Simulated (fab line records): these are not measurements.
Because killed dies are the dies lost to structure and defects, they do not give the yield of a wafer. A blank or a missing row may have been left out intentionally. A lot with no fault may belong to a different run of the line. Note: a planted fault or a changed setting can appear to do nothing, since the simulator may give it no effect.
Which tool was responsible?    flow gf180mcu    Sampling: 13 lots, 39 wafers, 5 of 602 route steps

== WHAT THE GAUGES READ, wafer by wafer ==
GF_V5_OVL_MEAS_15.
lot   measured      on          V5_OVL (nm)
L343  day 26 22:50  overlay-02  -10 -7 -7
L344  day 27 14:50  overlay-02  0 1 0
L345  day 27 16:25  overlay-01  -3 0 -4
L347  day 28 10:40  overlay-02  10 4 10
L348  day 28 22:02  overlay-01  1 -3 -6
L349  day 29 09:32  overlay-02  -10 3 -3
L350  day 29 13:11  overlay-02  7 9 7
L351  day 29 13:43  overlay-02  0 -10 4
L353  day 30 07:11  overlay-02  -1 3 7
L354  day 30 15:07  overlay-01  -4 1 -3
L355  day 30 18:52  overlay-02  -7 -1 -6
L357  day 31 07:26  overlay-01  3 -12 -1
L366  day 33 19:05  overlay-01  12 11 5

GF_TOP_METAL_CD_MEAS_14: target cd 440 nm.
lot   measured      on        cdNm (nm)
L343  day 27 20:29  cdSem-02  442.8 440.9 443.5
L344  day 28 11:38  cdSem-02  440.7 442.0 439.9
L345  day 28 13:47  cdSem-01  439.3 437.5 439.3
L347  day 29 06:55  cdSem-01  442.8 441.9 442.7
L348  day 29 18:44  cdSem-01  441.4 442.1 441.0
L349  day 30 07:05  cdSem-02  438.7 437.4 435.4
L350  day 30 09:02  cdSem-02  441.0 440.6 440.4
L351  day 30 10:14  cdSem-01  440.0 440.2 439.7
L353  day 31 03:19  cdSem-01  439.1 441.1 437.4
L354  day 31 10:18  cdSem-01  443.0 445.9 441.6
L355  day 31 13:45  cdSem-01  440.1 440.8 440.2
L357  day 32 02:26  cdSem-01  438.5 437.8 438.1
L366  day 34 11:09  cdSem-02  400.8 394.2 423.2

== TOOL THAT RAN EACH LOT (tool first, then ch and the chambers of the sampled wafers, then the start) ==
lot   GF_MIM_METAL_ETCH_19              GF_V5_CVD_02                     GF_TOP_METAL_EXPOSE_11
L343  rieMetal-02 ch 0,1, day 25 03:14  pecvd-02 ch 0,2, day 26 01:14    ilineStepper-01 ch 0, day 27 10:55
L344  rieMetal-03 ch 0,1, day 25 17:35  pecvd-01 ch 0,1,2, day 26 19:02  ilineStepper-01 ch 0, day 28 02:32
L345  rieMetal-03 ch 0,1, day 25 21:14  pecvd-03 ch 0,1,2, day 26 19:32  ilineStepper-01 ch 0, day 28 04:00
L347  rieMetal-03 ch 0,1, day 26 16:59  pecvd-01 ch 0,1, day 27 14:48    ilineStepper-01 ch 0, day 28 22:11
L348  rieMetal-02 ch 0,1, day 27 04:32  pecvd-02 ch 0,2, day 28 02:29    ilineStepper-01 ch 0, day 29 09:06
L349  rieMetal-03 ch 0, day 27 17:16    pecvd-03 ch 0,1,2, day 28 14:06  ilineStepper-01 ch 0, day 29 21:24
L350  rieMetal-02 ch 0,1, day 27 19:55  pecvd-02 ch 0,2, day 28 17:44    ilineStepper-01 ch 0, day 30 00:20
L351  rieMetal-01 ch 0,1, day 27 20:46  pecvd-03 ch 0,1, day 28 18:05    ilineStepper-02 ch 0, day 30 01:10
L353  rieMetal-03 ch 0,1, day 28 16:28  pecvd-03 ch 0,1,2, day 29 12:19  ilineStepper-02 ch 0, day 30 18:25
L354  rieMetal-02 ch 0,1, day 28 23:12  pecvd-02 ch 0,2, day 29 19:38    ilineStepper-02 ch 0, day 31 01:23
L355  rieMetal-02 ch 0,1, day 29 04:16  pecvd-01 ch 0,1, day 30 00:31    ilineStepper-01 ch 0, day 31 05:23
L357  rieMetal-03 ch 0,1, day 29 17:07  pecvd-01 ch 0,2, day 30 12:23    ilineStepper-02 ch 0, day 31 17:43
L366  rieMetal-01 ch 0,1, day 32 09:28  pecvd-02 ch 1,2, day 33 03:02    ilineStepper-01 ch 0, day 34 03:53
- GF_MIM_METAL_ETCH_19: etches the open film in Cl2/BCl3, stops on Si3N4, target depth 324.5 nm, time 54.1 s.
- GF_V5_CVD_02: deposits SiO2 from TEOS, target thk 1450 nm, time 163.28 s.
- GF_TOP_METAL_EXPOSE_11: exposes mask MetalTop, target cd 440 nm.

== AS READ BY THE TOOLS THEMSELVES (means over the sampled wafers that have a number; for cases with no such wafer, the mark the record gives instead) ==
GF_MIM_METAL_ETCH_19.
lot   tool         drypumpMotorCurrentA (A)  oesProductAu (a.u.)  throttleValvePct (%)
L343  rieMetal-02  5.9                       0.955                28.274
L344  rieMetal-03  6.5                       0.950                28.277
L345  rieMetal-03  6.3                       0.946                28.274
L347  rieMetal-03  6.3                       0.947                28.277
L348  rieMetal-02  5.9                       0.948                28.284
L349  rieMetal-03  6.1                       0.935                28.287
L350  rieMetal-02  5.7                       0.948                28.290
L351  rieMetal-01  5.8                       0.938                28.293
L353  rieMetal-03  6.5                       0.937                28.284
L354  rieMetal-02  5.7                       0.938                28.288
L355  rieMetal-02  5.9                       0.935                28.289
L357  rieMetal-03  6.5                       0.942                28.285
L366  rieMetal-01  5.8                       0.939                28.290

GF_V5_CVD_02.
lot   tool      heaterPowerW (W)
L343  pecvd-02  588
L344  pecvd-01  651
L345  pecvd-03  574
L347  pecvd-01  612
L348  pecvd-02  583
L349  pecvd-03  619
L350  pecvd-02  637
L351  pecvd-03  578
L353  pecvd-03  532
L354  pecvd-02  568
L355  pecvd-01  662
L357  pecvd-01  609
L366  pecvd-02  722

GF_TOP_METAL_EXPOSE_11.
lot   tool             exposureDoseMJCm2
L343  ilineStepper-01  169.75
L344  ilineStepper-01  170.04
L345  ilineStepper-01  170.07
L347  ilineStepper-01  169.78
L348  ilineStepper-01  169.86
L349  ilineStepper-01  169.93
L350  ilineStepper-01  170.15
L351  ilineStepper-02  170.31
L353  ilineStepper-02  170.02
L354  ilineStepper-02  169.95
L355  ilineStepper-01  169.88
L357  ilineStepper-02  170.00
L366  ilineStepper-01  154.50

== THE ANSWER, worked out from the rows above alone ==
Rule: the lots themselves supply what counts as usual. The widest of any qualifying gaps counts: lots, ordered by their means at a reading, are off when they make up no more than a third of the lots, leave a main group of 4 or more, and stand apart from it by 3 or more times the standard deviation of that group's means. The tables above print the reading to a certain number of digits; a main group whose means all agree to those digits is not used. Also off: a lot with no number at a reading for which 4 or more lots have one. Where the step has rows for the other lots, those lots are counted as sound. The gauges are gone through in route order, then the tools' own readings, and for those a lot's mean is taken as printed above. The first step at which some lot is off is used, and at that step the reading that is off furthest; a lot without a number counts as furthest.
Off: L366, at GF_TOP_METAL_CD_MEAS_14 (cdNm). Mean 440.4 nm and standard deviation 1.8 in the main group.
If a tool, at a process step before that reading, ran all the lots that are off and no sound lot after the first of them, it fits. Not tried: the gauges at GF_TOP_METAL_CD_MEAS_14; whatever is off there is also off at GF_TOP_METAL_EXPOSE_11, on other tools, and gauge error can't account for it. Can't be told from this: 3 tools fit, rieMetal-01 at GF_MIM_METAL_ETCH_19, pecvd-02 at GF_V5_CVD_02, ilineStepper-01 at GF_TOP_METAL_EXPOSE_11.

== WHAT WAS PUT IN BY THE SIMULATOR ==
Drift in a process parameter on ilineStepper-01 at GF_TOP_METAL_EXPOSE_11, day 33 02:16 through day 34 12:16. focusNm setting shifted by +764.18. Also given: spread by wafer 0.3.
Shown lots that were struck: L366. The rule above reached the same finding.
